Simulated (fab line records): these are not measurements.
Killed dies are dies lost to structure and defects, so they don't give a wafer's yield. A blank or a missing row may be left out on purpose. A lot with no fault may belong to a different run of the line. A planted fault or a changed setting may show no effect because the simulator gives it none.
Chamber matching + flow sky130 + 4 sister chambers for SKY_VIA4_ETCH_12 on rie-diel-01
The step etches SiO2 in C4F8/O2/Ar, stops on TiN, target depth 580 nm. 8 wafers are shown with their chamber, then 7 later ones without.

== WAFERS, EACH WITH ITS CHAMBER ==
| wafer  | chamber | oes-product-au (a.u.) | rf-fwd-power-W (W) |
|--------|---------|-----------------------|--------------------|
| L456.3 | 0       | 0.934                 | 1494               |
| L458.1 | 2       | 0.922                 | 1496               |
| L458.5 | 3       | 0.926                 | 1488               |
| L459.1 | 2       | 0.930                 | 1493               |
| L459.3 | 1       | 0.921                 | 1488               |
| L459.5 | 1       | 0.927                 | 1491               |
| L460.3 | 3       | 0.931                 | 1484               |
| L460.4 | 0       | 0.930                 | 1499               |

== WAFERS WHOSE CHAMBER IS MISSING ==
| wafer  | oes-product-au (a.u.) | rf-fwd-power-W (W) |
|--------|-----------------------|--------------------|
| L460.6 | 0.925                 | 1492               |
| L467.2 | 0.924                 | 1492               |
| L467.3 | 0.928                 | 1485               |
| L467.4 | 0.918                 | 1488               |
| L468.4 | 0.914                 | 1495               |
| L468.5 | 0.926                 | 1485               |
| L468.6 | 0.927                 | 1495               |

== WHICH CHAMBER EACH WENT THROUGH ==
| wafer  | from the rows above               | in truth |
|--------|-----------------------------------|----------|
| L460.6 | can't be placed: 1 or 2 or 0 or 3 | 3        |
| L467.2 | can't be placed: 1 or 2 or 3 or 0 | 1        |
| L467.3 | can't be placed: 3 or 1           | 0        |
| L467.4 | can't be placed: 1 or 3 or 2      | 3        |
| L468.4 | can't be placed: 2 or 1 or 0 or 3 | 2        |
| L468.5 | can't be placed: 3 or 1           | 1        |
| L468.6 | can't be placed: 2 or 0 or 1      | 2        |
Placed correctly: 0 of 7. Cannot be placed on the basis of these rows: 7; the candidates contain the true chamber in 6. Number placed wrongly: 0.
How it was worked out, from the rows above alone: a wafer's distance from a chamber is the root of the sum, over the readings, of the square of ((its reading less the chamber's mean) divided by the reading's scatter). The wafer belongs to the nearest chamber; if the next one is less than 2 further off, it can't be placed. The mean given for a chamber averages the wafers shown for that chamber. How the scatter is found: for the shown wafers, subtract from each reading the mean of its chamber, square and add these, divide the total by (wafers less chambers), then take the root.
